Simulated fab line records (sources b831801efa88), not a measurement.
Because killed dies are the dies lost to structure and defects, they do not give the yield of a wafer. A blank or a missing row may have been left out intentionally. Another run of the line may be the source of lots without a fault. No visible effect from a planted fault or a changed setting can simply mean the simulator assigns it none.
Matching of chambers + flow gf180mcu + GF_V4_CVD_02 on pecvd-02: 3 sister chambers
The step deposits SiO2 from TEOS, target thk 850 nm, time 94.851 s. 3 wafers are shown with their chamber, then 7 later ones without.

== WAFERS WITH THEIR CHAMBER ==
| wafer  | chamber | heaterPowerW (W) |
|--------|---------|------------------|
| L600.1 | 2       | 793              |
| L606.1 | 0       | 480              |
| L606.3 | 1       | 624              |

== WAFERS WITHOUT THEIR CHAMBER ==
| wafer  | heaterPowerW (W) |
|--------|------------------|
| L606.5 | 669              |
| L614.2 | 671              |
| L614.4 | 759              |
| L614.6 | 763              |
| L615.1 | 688              |
| L615.2 | 679              |
| L615.5 | 550              |

== CHAMBER TAKEN BY EACH ==
| wafer  | from the rows above     | in truth                   |
|--------|-------------------------|----------------------------|
| L606.5 | can't be placed: 1 or 2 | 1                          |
| L614.2 | can't be placed: 1 or 2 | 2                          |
| L614.4 | can't be placed: 2 or 1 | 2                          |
| L614.6 | 2                       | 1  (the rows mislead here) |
| L615.1 | can't be placed: 1 or 2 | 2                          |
| L615.2 | can't be placed: 1 or 2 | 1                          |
| L615.5 | can't be placed: 0 or 1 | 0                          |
Correctly placed: 0 of 7. From these rows, 6 cannot be placed; in 6 the true chamber is one of the candidates. Wrongly placed: 1.
How it was worked out, from the rows above alone: a wafer's distance from a chamber is the root of the sum, over the readings, of the square of ((its reading less the chamber's mean) divided by the reading's scatter). The wafer belongs to the nearest chamber; if the next one is less than 2 further off, it can't be placed. Each chamber's mean is taken over the wafers shown for it. The scatter: root of mean squared gap, hidden wafer to nearest shown wafer, with one shown wafer a chamber.
